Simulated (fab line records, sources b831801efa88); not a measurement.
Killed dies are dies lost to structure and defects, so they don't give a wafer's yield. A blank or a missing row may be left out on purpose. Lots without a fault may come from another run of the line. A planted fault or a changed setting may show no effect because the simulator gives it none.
Split-lot experiment | flow sky130 | 5 lots, 23 wafers read, on a route of 708 steps

THE SPLIT
At SKY_VIA2_CVD_21 (deposits W, target thk 420 nm, time 126.4 s), the setting temp_c was moved away from the recipe's 400 C on 6 of the 23 wafers read, by +1.8% to +2.4%. The other wafers ran this setting at the recipe's value.

FROM THE SPLIT TO THE READING: what the file shows between them, 1 step
- SKY_VIA2_RS_MEAS_22: measures by four-point-probe

THE READING
VIA2_W_THK, in nm, at SKY_VIA2_THK_MEAS_23 (measures by xrf). Fault-free wafers of this fab line usually give 418 nm, standard deviation 9.5 nm.

wafer  | tool, chamber at the split | temp_c as run, C | against the recipe | VIA2_W_THK, nm | against lot-mates on the recipe
L074.1 | cvd_w-01, 1                | 400              | recipe             | 406            | -
L074.4 | cvd_w-01, 1                | 400              | recipe             | 406            | -
L074.5 | cvd_w-01, 0                | 400              | recipe             | 399            | -
L078.1 | cvd_w-01, 1                | 400              | recipe             | 406            | -
L078.2 | cvd_w-01, 0                | 400              | recipe             | 405            | -
L078.3 | cvd_w-01, 0                | 400              | recipe             | 405            | -
L078.4 | cvd_w-01, 1                | 400              | recipe             | 411            | -
L078.5 | cvd_w-01, 0                | 400              | recipe             | 404            | -
L075.1 | cvd_w-01, 1                | 409.6            | +2.4%              | 490            | +79
L075.2 | cvd_w-01, 0                | 409.6            | +2.4%              | 480            | +69
L075.3 | cvd_w-01, 0                | 400              | recipe             | 408            | -
L075.4 | cvd_w-01, 1                | 400              | recipe             | 414            | -
L075.5 | cvd_w-01, 0                | 409.6            | +2.4%              | 477            | +66
L080.1 | cvd_w-02, 0                | 400              | recipe             | 433            | -
L080.2 | cvd_w-02, 1                | 407.4            | +1.8%              | 498            | +64
L080.3 | cvd_w-02, 1                | 407.4            | +1.8%              | 491            | +57
L080.5 | cvd_w-02, 0                | 407.4            | +1.8%              | 498            | +64
L080.6 | cvd_w-02, 1                | 400              | recipe             | 435            | -
L084.1 | cvd_w-02, 0                | 400              | recipe             | 427            | -
L084.3 | cvd_w-02, 0                | 400              | recipe             | 430            | -
L084.4 | cvd_w-02, 1,0              | 400              | recipe             | 429            | -
L084.5 | cvd_w-02, 1                | 400              | recipe             | 435            | -
L084.6 | cvd_w-02, 1,0              | 400              | recipe             | 431            | -
Where a row lists several chambers, the file gives one row for several wafers and doesn't say which wafer went through which chamber.

THE FIT
A straight line over all 23 wafers: VIA2_W_THK changes by +32.7 nm for each +1% of temp_c; r = +0.91; the points scatter about the line by 14 nm.
The same after taking each lot's own level away (the mean of its wafers on the recipe; 23 wafers): +31 nm for each +1%; r = +0.99; scatter 3.9 nm.
On that fit, the largest move of temp_c shifts the reading by 74 nm.
The lots' own levels span 403.7 to 434.0 nm, that is 3.2 times the standard deviation above.
So the lot-to-lot level changes the slope little: the two slopes agree.
Check: with one of the wafers moved furthest among these (+2.4%) left out of the fit, the line predicts +73.4 nm for it against its lot-mates. It came out at +79 nm against them.

OTHER SPLITS ON THESE WAFERS
These wafers also went through other splits before the reading. Each is held against what the fit with the lots' levels taken away leaves over:
other split on the same wafers | wafers away from the commonest value | r with VIA2_W_THK (lot level and that fit taken away)
SKY_METAL2_SPUTTER_02 time_s   | 7                                    | +0.21
SKY_METAL2_EXPOSE_12 dose_mj   | 11                                   | -0.39

THE WHOLE CHAIN: every reading that the file lists as answering this split, in the file's order
step                 | what it does                                                | reading                                                                  | change (the file's fit)              | r (the file's)
SKY_VIA2_CVD_21      | deposits W, target thk 420 nm, time 126.4 s                 | W_of_VIA2_CVD_21.thk_nm (the simulator's own value, which no gauge read) | +32.3 nm for each +1% of the setting | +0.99
SKY_VIA2_RS_MEAS_22  | measures by four-point-probe                                | VIA2_W_RS                                                                | -0.0183 for each +1% of the setting  | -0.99
SKY_VIA2_THK_MEAS_23 | measures by xrf                                             | VIA2_W_THK                                                               | +31.1 for each +1% of the setting    | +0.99
SKY_VIA2_CMP_24      | polishes, stops on SiO2, t overpolish 20 s, target thk 0 nm | time_to_endpoint_s                                                       | withheld for each +1% of the setting | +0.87

THE FILE'S OWN FIT
VIA2_W_THK changes by +31.1 nm for each +1% of temp_c, r = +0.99.
